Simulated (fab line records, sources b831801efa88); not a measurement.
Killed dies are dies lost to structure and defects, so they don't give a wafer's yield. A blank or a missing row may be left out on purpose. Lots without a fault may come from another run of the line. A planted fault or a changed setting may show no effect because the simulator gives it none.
Which tool did it? | flow gf180mcu | 11 lots, 32 wafers sampled, at 5 steps of a route of 602

WHAT THE GAUGES READ, wafer by wafer
GF_V3_RS_MEAS_24: measures by four-point-probe.
lot  | measured     | on            | V3_W_RS (ohm/sq)
L203 | day 22 18:50 | film_metro-03 | 0.326 0.329 0.326
L208 | day 24 09:16 | film_metro-04 | 0.261 0.324
L212 | day 25 21:04 | film_metro-03 | 0.327 0.323 0.326
L215 | day 26 17:26 | film_metro-03 | 0.325 0.325 0.323
L218 | day 27 12:45 | film_metro-03 | 0.324 0.322 0.326
L219 | day 28 03:07 | film_metro-01 | 0.320 0.313 0.315
L221 | day 28 16:37 | film_metro-04 | 0.331 0.320 0.322
L222 | day 29 03:52 | film_metro-03 | 0.330 0.330 0.330
L223 | day 29 07:01 | film_metro-03 | 0.321 0.319 0.325
L224 | day 29 14:39 | film_metro-04 | 0.321 0.322 0.318
L225 | day 30 00:04 | film_metro-03 | 0.323 0.322 0.324

WHICH TOOL RAN EACH LOT (tool, then ch and the chambers of the sampled wafers, then the start)
lot  | GF_V2_SPUTTER_21             | GF_M3_SPUTTER_00             | GF_M3_SPUTTER_03             | GF_V3_CVD_23
L203 | pvd_sputter-04, day 20 16:33 | pvd_sputter-01, day 20 17:15 | pvd_sputter-01, day 20 17:25 | cvd_w-01 ch 0,1, day 22 18:43
L208 | pvd_sputter-01, day 22 08:10 | pvd_sputter-04, day 22 09:03 | pvd_sputter-04, day 22 09:13 | cvd_w-01 ch 1, day 24 09:08
L212 | pvd_sputter-04, day 23 22:47 | pvd_sputter-01, day 23 23:28 | pvd_sputter-01, day 23 23:38 | cvd_w-02 ch 0,1, day 25 20:58
L215 | pvd_sputter-04, day 24 19:49 | pvd_sputter-01, day 24 20:30 | pvd_sputter-01, day 24 20:40 | cvd_w-02 ch 0,1, day 26 17:19
L218 | pvd_sputter-04, day 25 15:46 | pvd_sputter-01, day 25 16:28 | pvd_sputter-01, day 25 16:37 | cvd_w-02 ch 0,1, day 27 12:38
L219 | pvd_sputter-04, day 26 06:13 | pvd_sputter-04, day 26 06:54 | pvd_sputter-04, day 26 07:04 | cvd_w-01 ch 0,1, day 28 02:59
L221 | pvd_sputter-01, day 26 22:18 | pvd_sputter-01, day 26 23:08 | pvd_sputter-01, day 26 23:18 | cvd_w-01 ch 0,1, day 28 16:29
L222 | pvd_sputter-04, day 27 09:02 | pvd_sputter-02, day 27 09:44 | pvd_sputter-02, day 27 09:53 | cvd_w-01 ch 0, day 29 03:44
L223 | pvd_sputter-04, day 27 12:02 | pvd_sputter-01, day 27 12:44 | pvd_sputter-01, day 27 12:53 | cvd_w-02 ch 0,1, day 29 06:54
L224 | pvd_sputter-03, day 27 20:20 | pvd_sputter-04, day 27 21:02 | pvd_sputter-04, day 27 21:12 | cvd_w-01 ch 1, day 29 14:32
L225 | pvd_sputter-03, day 28 06:24 | pvd_sputter-04, day 28 07:05 | pvd_sputter-04, day 28 07:15 | cvd_w-02 ch 0,1, day 29 23:57
- GF_V2_SPUTTER_21: material Ti, target thk 15 nm, time 80.02 s.
- GF_M3_SPUTTER_00: material Ti, target thk 37.5 nm, time 150 s.
- GF_M3_SPUTTER_03: material Ti, target thk 10 nm, time 6.7 s.
- GF_V3_CVD_23: deposits W, target thk 350 nm, time 104.9 s.

THE ANSWER, worked out from the rows above alone
Rule: what is usual is taken from the lots themselves. Put in order of their means at a reading, lots are off if they are a third of the lots or fewer, leave a main group of 4 or more, and stand apart from it by a gap of 3 or more times the standard deviation of the main group's means; of several such gaps the widest counts. A main group whose means are all the same, to the digits that the tables above print for the reading, isn't used. A lot without any number at a reading at which 4 lots or more have one is off too. The other lots that the step has rows for count as sound.
Off: L208, at GF_V3_RS_MEAS_24 (V3_W_RS). The main group: mean 0.324 ohm/sq, standard deviation 0.0036.
A tool fits if, at a process step before that reading, it ran every lot that is off, and no sound lot after the first of them. The gauges at GF_V3_RS_MEAS_24 are tried like those tools. None of those tried fits.

WHAT THE SIMULATOR HAD PUT IN
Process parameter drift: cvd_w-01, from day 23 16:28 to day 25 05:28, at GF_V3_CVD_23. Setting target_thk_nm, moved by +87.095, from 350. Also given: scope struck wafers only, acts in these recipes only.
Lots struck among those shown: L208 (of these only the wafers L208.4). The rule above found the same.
